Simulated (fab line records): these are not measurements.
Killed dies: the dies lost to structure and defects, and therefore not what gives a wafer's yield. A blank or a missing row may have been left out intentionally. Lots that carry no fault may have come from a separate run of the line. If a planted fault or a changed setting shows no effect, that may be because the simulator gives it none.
Split-lot trial | flow gf180mcu | 23 wafers read across 5 lots, on a route 602 steps long

## THE SPLIT ITSELF
At GF_NSD_DEVELOP_06 (develop time 60 s), the setting dev-temp-c was moved away from the recipe's 23 C on 10 of the 23 wafers read, by -9.4% to +16.0%. All remaining wafers had this setting at the recipe value.

There is no step in the file separating the split from the reading.

## THE READING
cd-nm, in nm, at GF_NSD_CD_MEAS_07 (target cd 400 nm). Fault-free wafers of this fab line usually give 398.7 nm, standard deviation 2.5 nm.

wafer  | tool, chamber at the split | dev-temp-c as run, C | against the recipe | cd-nm, nm | against lot-mates on the recipe
L075.2 | litho-track-03, 0          | 23                   | recipe             | 397.2     | -
L075.3 | litho-track-03, 0          | 22.06                | -4.1%              | 404.7     | +7.1
L075.4 | litho-track-03, 0          | 22.06                | -4.1%              | 404.9     | +7.3
L075.5 | litho-track-03, 0          | 23                   | recipe             | 398.0     | -
L075.6 | litho-track-03, 0          | 22.06                | -4.1%              | 400.3     | +2.7
L077.1 | litho-track-04, 0          | 23                   | recipe             | 399.8     | -
L077.2 | litho-track-04, 0          | 24.34                | +5.8%              | 392.0     | -5.3
L077.4 | litho-track-04, 0          | 23                   | recipe             | 396.7     | -
L077.5 | litho-track-04, 0          | 24.34                | +5.8%              | 394.3     | -3.0
L077.6 | litho-track-04, 0          | 23                   | recipe             | 395.4     | -
L080.2 | litho-track-04, 0          | 23                   | recipe             | 405.7     | -
L080.3 | litho-track-04, 0          | 23                   | recipe             | 405.5     | -
L080.6 | litho-track-04, 0          | 23                   | recipe             | 405.0     | -
L084.1 | litho-track-03, 0          | 23                   | recipe             | 399.1     | -
L084.2 | litho-track-03, 0          | 23                   | recipe             | 396.7     | -
L084.3 | litho-track-03, 0          | 23                   | recipe             | 398.6     | -
L084.5 | litho-track-03, 0          | 26.69                | +16.0%             | 383.9     | -14.2
L084.6 | litho-track-03, 0          | 26.69                | +16.0%             | 387.4     | -10.7
L085.1 | litho-track-03, 0          | 20.84                | -9.4%              | 408.5     | +7.5
L085.2 | litho-track-03, 0          | 23                   | recipe             | 400.4     | -
L085.3 | litho-track-03, 0          | 23                   | recipe             | 401.7     | -
L085.4 | litho-track-03, 0          | 20.84                | -9.4%              | 405.5     | +4.5
L085.5 | litho-track-03, 0          | 20.84                | -9.4%              | 406.5     | +5.5

FIT RESULTS
A straight line over all 23 wafers: cd-nm changes by -0.86 nm for each +1% of dev-temp-c; r = -0.88; the points scatter about the line by 3 nm.
The same after taking each lot's own level away (the mean of its wafers on the recipe; 23 wafers): -0.76 nm for each +1%; r = -0.94; scatter 1.8 nm.
On that fit, the largest move of dev-temp-c shifts the reading by 12 nm.
Across the lots, their own levels run from 397.30 to 405.40 nm, a range of 3.2 times the standard deviation given above.
So the slope is not independent of the lot-to-lot level: the two fits are not the same.
Check: for one of the wafers moved furthest among these (+16.0%), held out of the fit, the line's prediction against its lot-mates is -11 nm. Against them it came out at -14.2 nm.

## FILE'S OWN FIT
cd-nm changes by -0.762 nm for each +1% of dev-temp-c, r = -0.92.
